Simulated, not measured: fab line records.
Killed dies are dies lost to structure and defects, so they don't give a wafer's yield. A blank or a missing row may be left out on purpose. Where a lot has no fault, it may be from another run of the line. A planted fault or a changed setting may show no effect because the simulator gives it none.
Which tool did it? || flow gf180mcu || Sampling: 14 lots, 42 wafers, 5 of 602 route steps

== WHAT THE GAUGES SHOWED, per wafer ==
GF_M1_THK_MEAS_06: measures by xrf. Usual: M1_ALCU_THK typically reads 446 nm, with standard deviation 5.2.
{"lot": "L440", "measured": "day 16 01:31", "on": "film metro-04", "M1_ALCU_THK (nm)": "444 443 442", "flag": ""}
{"lot": "L441", "measured": "day 16 10:41", "on": "film metro-03", "M1_ALCU_THK (nm)": "453 440 445", "flag": ""}
{"lot": "L442", "measured": "day 16 23:05", "on": "film metro-04", "M1_ALCU_THK (nm)": "453 446 446", "flag": ""}
{"lot": "L443", "measured": "day 17 05:32", "on": "film metro-04", "M1_ALCU_THK (nm)": "442 440 438", "flag": ""}
{"lot": "L444", "measured": "day 17 15:30", "on": "film metro-02", "M1_ALCU_THK (nm)": "450 455 455", "flag": ""}
{"lot": "L445", "measured": "day 18 07:30", "on": "film metro-04", "M1_ALCU_THK (nm)": "445 445 448", "flag": ""}
{"lot": "L449", "measured": "day 19 10:40", "on": "film metro-04", "M1_ALCU_THK (nm)": "446 446 447", "flag": ""}
{"lot": "L452", "measured": "day 20 10:09", "on": "film metro-03", "M1_ALCU_THK (nm)": "445 450 448", "flag": ""}
{"lot": "L456", "measured": "day 21 22:40", "on": "film metro-03", "M1_ALCU_THK (nm)": "445 436 448", "flag": ""}
{"lot": "L457", "measured": "day 22 08:46", "on": "film metro-02", "M1_ALCU_THK (nm)": "454 456 447", "flag": ""}
{"lot": "L458", "measured": "day 23 01:35", "on": "film metro-03", "M1_ALCU_THK (nm)": "442 446 443", "flag": ""}
{"lot": "L459", "measured": "day 23 08:17", "on": "film metro-02", "M1_ALCU_THK (nm)": "448 456 450", "flag": ""}
{"lot": "L460", "measured": "day 23 13:40", "on": "film metro-04", "M1_ALCU_THK (nm)": "440 437 442", "flag": ""}
{"lot": "L462", "measured": "day 24 12:20", "on": "film metro-03", "M1_ALCU_THK (nm)": "449 448 446", "flag": ""}

GF_V1_THK_MEAS_01. Usual: V1_CVD_00_THK typically reads 601 nm, with standard deviation 8.1.
{"lot": "L440", "measured": "day 17 00:21", "on": "film metro-03", "V1_CVD_00_THK (nm)": "611 611 609", "flag": ""}
{"lot": "L441", "measured": "day 17 09:23", "on": "film metro-03", "V1_CVD_00_THK (nm)": "592 600 604", "flag": ""}
{"lot": "L442", "measured": "day 17 22:48", "on": "film metro-03", "V1_CVD_00_THK (nm)": "591 588 590", "flag": ""}
{"lot": "L443", "measured": "day 18 06:25", "on": "film metro-03", "V1_CVD_00_THK (nm)": "597 594 603", "flag": ""}
{"lot": "L444", "measured": "day 18 15:08", "on": "film metro-01", "V1_CVD_00_THK (nm)": "1208 1181 1210 1207 1182 1211", "flag": "OFF"}
{"lot": "L445", "measured": "day 19 07:59", "on": "film metro-02", "V1_CVD_00_THK (nm)": "601 594 601", "flag": ""}
{"lot": "L449", "measured": "day 20 11:53", "on": "film metro-02", "V1_CVD_00_THK (nm)": "603 604 608", "flag": ""}
{"lot": "L452", "measured": "day 21 11:16", "on": "film metro-01", "V1_CVD_00_THK (nm)": "1140 1176 1148 1141 1175 1147", "flag": "OFF"}
{"lot": "L456", "measured": "day 22 22:17", "on": "film metro-01", "V1_CVD_00_THK (nm)": "611 607 604", "flag": ""}
{"lot": "L457", "measured": "day 23 08:38", "on": "film metro-02", "V1_CVD_00_THK (nm)": "602 611 590", "flag": ""}
{"lot": "L458", "measured": "day 24 00:13", "on": "film metro-03", "V1_CVD_00_THK (nm)": "590 600 603", "flag": ""}
{"lot": "L459", "measured": "day 24 07:17", "on": "film metro-03", "V1_CVD_00_THK (nm)": "585 607 610", "flag": ""}
{"lot": "L460", "measured": "day 24 13:16", "on": "film metro-01", "V1_CVD_00_THK (nm)": "605 614 607", "flag": ""}
{"lot": "L462", "measured": "day 25 10:50", "on": "film metro-03", "V1_CVD_00_THK (nm)": "607 606 601", "flag": ""}

== WHICH TOOL RAN EACH LOT (tool, then ch and the chambers of the sampled wafers, then the start) ==
{"lot": "L440", "GF_M1_SPUTTER_02": "pvd sputter-02, day 16 01:18", "GF_M1_SPUTTER_03": "pvd sputter-02, day 16 01:20", "GF_V1_CVD_00": "hdpcvd-02 ch 0,1, day 17 00:16"}
{"lot": "L441", "GF_M1_SPUTTER_02": "pvd sputter-03, day 16 10:28", "GF_M1_SPUTTER_03": "pvd sputter-03, day 16 10:30", "GF_V1_CVD_00": "hdpcvd-02 ch 0,1,2, day 17 09:19"}
{"lot": "L442", "GF_M1_SPUTTER_02": "pvd sputter-04, day 16 22:52", "GF_M1_SPUTTER_03": "pvd sputter-04, day 16 22:53", "GF_V1_CVD_00": "hdpcvd-01 ch 0,1, day 17 22:43"}
{"lot": "L443", "GF_M1_SPUTTER_02": "pvd sputter-02, day 17 05:17", "GF_M1_SPUTTER_03": "pvd sputter-02, day 17 05:19", "GF_V1_CVD_00": "hdpcvd-02 ch 0,1,2, day 18 06:21"}
{"lot": "L444", "GF_M1_SPUTTER_02": "pvd sputter-03, day 17 15:17", "GF_M1_SPUTTER_03": "pvd sputter-03, day 17 15:19", "GF_V1_CVD_00": "hdpcvd-01 ch 0,1,2, day 18 14:49"}
{"lot": "L445", "GF_M1_SPUTTER_02": "pvd sputter-02, day 17 21:40", "GF_M1_SPUTTER_03": "pvd sputter-02, day 17 21:42", "GF_V1_CVD_00": "hdpcvd-02 ch 0,2, day 19 07:55"}
{"lot": "L449", "GF_M1_SPUTTER_02": "pvd sputter-04, day 19 10:26", "GF_M1_SPUTTER_03": "pvd sputter-04, day 19 10:28", "GF_V1_CVD_00": "hdpcvd-02 ch 0,1,2, day 20 11:48"}
{"lot": "L452", "GF_M1_SPUTTER_02": "pvd sputter-04, day 20 09:56", "GF_M1_SPUTTER_03": "pvd sputter-04, day 20 09:58", "GF_V1_CVD_00": "hdpcvd-01 ch 0,1, day 21 10:57"}
{"lot": "L456", "GF_M1_SPUTTER_02": "pvd sputter-04, day 21 22:26", "GF_M1_SPUTTER_03": "pvd sputter-04, day 21 22:28", "GF_V1_CVD_00": "hdpcvd-02 ch 0,1, day 22 22:12"}
{"lot": "L457", "GF_M1_SPUTTER_02": "pvd sputter-04, day 22 08:34", "GF_M1_SPUTTER_03": "pvd sputter-04, day 22 08:35", "GF_V1_CVD_00": "hdpcvd-01 ch 0,1,2, day 23 08:34"}
{"lot": "L458", "GF_M1_SPUTTER_02": "pvd sputter-02, day 23 01:22", "GF_M1_SPUTTER_03": "pvd sputter-02, day 23 01:24", "GF_V1_CVD_00": "hdpcvd-01 ch 0,1, day 24 00:08"}
{"lot": "L459", "GF_M1_SPUTTER_02": "pvd sputter-02, day 23 08:05", "GF_M1_SPUTTER_03": "pvd sputter-02, day 23 08:07", "GF_V1_CVD_00": "hdpcvd-01 ch 0,2, day 24 07:13"}
{"lot": "L460", "GF_M1_SPUTTER_02": "pvd sputter-04, day 23 13:26", "GF_M1_SPUTTER_03": "pvd sputter-04, day 23 13:28", "GF_V1_CVD_00": "hdpcvd-01 ch 1,2, day 24 13:11"}
{"lot": "L462", "GF_M1_SPUTTER_02": "pvd sputter-04, day 24 12:07", "GF_M1_SPUTTER_03": "pvd sputter-04, day 24 12:09", "GF_V1_CVD_00": "hdpcvd-02 ch 0,1, day 25 10:45"}
- GF_M1_SPUTTER_02: material AlCu, target thk 450 nm, time 23.9 s.
- GF_M1_SPUTTER_03: material Ti, target thk 10 nm, time 6.7 s.
- GF_V1_CVD_00: deposits SiO2, target thk 600 nm, time 100 s.

== AS READ BY THE TOOLS THEMSELVES (means over the sampled wafers that have a number; for cases with no such wafer, the mark the record gives instead) ==
GF_M1_SPUTTER_02. Usual: 30.0 % for throttle valve pct, sd 1.1.
{"lot": "L440", "tool": "pvd sputter-02", "throttle valve pct (%)": 30.3, "flag": ""}
{"lot": "L441", "tool": "pvd sputter-03", "throttle valve pct (%)": 30.3, "flag": ""}
{"lot": "L442", "tool": "pvd sputter-04", "throttle valve pct (%)": 30.1, "flag": ""}
{"lot": "L443", "tool": "pvd sputter-02", "throttle valve pct (%)": 30.8, "flag": ""}
{"lot": "L444", "tool": "pvd sputter-03", "throttle valve pct (%)": 30.0, "flag": ""}
{"lot": "L445", "tool": "pvd sputter-02", "throttle valve pct (%)": 30.2, "flag": ""}
{"lot": "L449", "tool": "pvd sputter-04", "throttle valve pct (%)": 29.5, "flag": ""}
{"lot": "L452", "tool": "pvd sputter-04", "throttle valve pct (%)": 29.4, "flag": ""}
{"lot": "L456", "tool": "pvd sputter-04", "throttle valve pct (%)": 29.0, "flag": ""}
{"lot": "L457", "tool": "pvd sputter-04", "throttle valve pct (%)": 29.7, "flag": ""}
{"lot": "L458", "tool": "pvd sputter-02", "throttle valve pct (%)": 30.6, "flag": ""}
{"lot": "L459", "tool": "pvd sputter-02", "throttle valve pct (%)": 30.1, "flag": ""}
{"lot": "L460", "tool": "pvd sputter-04", "throttle valve pct (%)": 29.2, "flag": ""}
{"lot": "L462", "tool": "pvd sputter-04", "throttle valve pct (%)": 29.6, "flag": ""}

GF_M1_SPUTTER_03. Usual: 30.0 % for throttle valve pct, sd 1.1.
{"lot": "L440", "tool": "pvd sputter-02", "throttle valve pct (%)": 30.4, "flag": ""}
{"lot": "L441", "tool": "pvd sputter-03", "throttle valve pct (%)": 30.0, "flag": ""}
{"lot": "L442", "tool": "pvd sputter-04", "throttle valve pct (%)": 30.3, "flag": ""}
{"lot": "L443", "tool": "pvd sputter-02", "throttle valve pct (%)": 31.0, "flag": ""}
{"lot": "L444", "tool": "pvd sputter-03", "throttle valve pct (%)": 30.0, "flag": ""}
{"lot": "L445", "tool": "pvd sputter-02", "throttle valve pct (%)": 30.3, "flag": ""}
{"lot": "L449", "tool": "pvd sputter-04", "throttle valve pct (%)": 29.4, "flag": ""}
{"lot": "L452", "tool": "pvd sputter-04", "throttle valve pct (%)": 29.4, "flag": ""}
{"lot": "L456", "tool": "pvd sputter-04", "throttle valve pct (%)": 29.0, "flag": ""}
{"lot": "L457", "tool": "pvd sputter-04", "throttle valve pct (%)": 29.9, "flag": ""}
{"lot": "L458", "tool": "pvd sputter-02", "throttle valve pct (%)": 30.8, "flag": ""}
{"lot": "L459", "tool": "pvd sputter-02", "throttle valve pct (%)": 29.9, "flag": ""}
{"lot": "L460", "tool": "pvd sputter-04", "throttle valve pct (%)": 29.1, "flag": ""}
{"lot": "L462", "tool": "pvd sputter-04", "throttle valve pct (%)": 29.4, "flag": ""}

GF_V1_CVD_00. Usual: 5.999 mTorr for pressure mtorr, sd 0.011.
{"lot": "L440", "tool": "hdpcvd-02", "pressure mtorr (mTorr)": 6.000, "flag": ""}
{"lot": "L441", "tool": "hdpcvd-02", "pressure mtorr (mTorr)": 6.010, "flag": ""}
{"lot": "L442", "tool": "hdpcvd-01", "pressure mtorr (mTorr)": 5.994, "flag": ""}
{"lot": "L443", "tool": "hdpcvd-02", "pressure mtorr (mTorr)": 5.999, "flag": ""}
{"lot": "L444", "tool": "hdpcvd-01", "pressure mtorr (mTorr)": 6.002, "flag": ""}
{"lot": "L445", "tool": "hdpcvd-02", "pressure mtorr (mTorr)": 5.990, "flag": ""}
{"lot": "L449", "tool": "hdpcvd-02", "pressure mtorr (mTorr)": 5.992, "flag": ""}
{"lot": "L452", "tool": "hdpcvd-01", "pressure mtorr (mTorr)": 5.997, "flag": ""}
{"lot": "L456", "tool": "hdpcvd-02", "pressure mtorr (mTorr)": 6.010, "flag": ""}
{"lot": "L457", "tool": "hdpcvd-01", "pressure mtorr (mTorr)": 6.012, "flag": ""}
{"lot": "L458", "tool": "hdpcvd-01", "pressure mtorr (mTorr)": 5.993, "flag": ""}
{"lot": "L459", "tool": "hdpcvd-01", "pressure mtorr (mTorr)": 6.008, "flag": ""}
{"lot": "L460", "tool": "hdpcvd-01", "pressure mtorr (mTorr)": 6.001, "flag": ""}
{"lot": "L462", "tool": "hdpcvd-02", "pressure mtorr (mTorr)": 6.005, "flag": ""}

== THE ANSWER, worked out from the rows above alone ==
Rule: a lot counts as off when the mean over its wafers that have a number is more than 3 standard deviations away from the usual mean. A lot without any number at a reading at which 4 lots or more have one is off too. The other lots that the step has rows for count as sound. Order of review: gauges by route order, followed by the tools' own readings, for which a lot's mean as printed above is used. The first step at which some lot is off is used, and at that step the reading that is off furthest; a lot without a number counts as furthest.
Off: at GF_V1_THK_MEAS_01 (V1_CVD_00_THK), L444, L452.
If a tool, at a process step before that reading, ran all the lots that are off and no sound lot after the first of them, it fits. Those tools and the gauges at GF_V1_THK_MEAS_01 are tried in the same way. Of those tried, none fits.

== WHAT HAD BEEN PUT IN BY THE SIMULATOR ==
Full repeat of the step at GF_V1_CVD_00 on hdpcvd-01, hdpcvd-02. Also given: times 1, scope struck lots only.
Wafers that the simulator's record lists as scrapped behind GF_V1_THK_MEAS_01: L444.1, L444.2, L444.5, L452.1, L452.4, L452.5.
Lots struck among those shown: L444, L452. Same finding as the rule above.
